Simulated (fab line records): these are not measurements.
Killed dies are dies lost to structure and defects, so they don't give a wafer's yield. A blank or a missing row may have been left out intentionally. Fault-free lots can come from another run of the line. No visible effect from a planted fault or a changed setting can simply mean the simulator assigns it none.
Which tool was responsible? + flow sky130 + route of 708 steps, sampled at 1 step: 12 lots, 36 wafers

WHAT THE GAUGES READ, wafer by wafer
SKY_CONTACT_OVL_MEAS_15.
| lot  | measured     | on         | CONTACT_OVL (nm) |
|------|--------------|------------|------------------|
| L075 | day 32 05:21 | overlay-02 | -6 -3 -3         |
| L076 | day 33 07:28 | overlay-01 | 5 -5 2           |
| L079 | day 33 15:49 | overlay-02 | -1 -4 -5         |
| L081 | day 34 10:22 | overlay-01 | -9 -4 -6         |
| L083 | day 35 02:46 | overlay-02 | -8 1 2           |
| L085 | day 35 21:40 | overlay-02 | 5 2 9            |
| L087 | day 36 08:10 | overlay-02 | 3 -2 0           |
| L089 | day 36 22:53 | overlay-01 | 5 5 -2           |
| L091 | day 37 13:34 | overlay-02 | -7 -6 0          |
| L093 | day 37 23:28 | overlay-02 | -4 -3 -11        |
| L095 | day 38 12:46 | overlay-01 | 2 -4 6           |
| L097 | day 39 08:32 | overlay-01 | -6 -4 -3         |

WHICH TOOL RAN EACH LOT (tool, then ch and the chambers of the sampled wafers, then the start)
No process step before these readings appears in the record.

THE ANSWER, worked out from the rows above alone
Rule: the lots themselves supply what counts as usual. The widest of any qualifying gaps counts: lots, ordered by their means at a reading, are off when they make up no more than a third of the lots, leave a main group of 4 or more, and stand apart from it by 3 or more times the standard deviation of that group's means. A main group is skipped when, at the precision printed for the reading in the tables above, its means are all equal. Also off: a lot with no number at a reading for which 4 or more lots have one. All remaining lots with rows at the step are treated as sound.
No lot is off at any reading shown: from this, nothing can be told.

WHAT THE SIMULATOR HAD PUT IN
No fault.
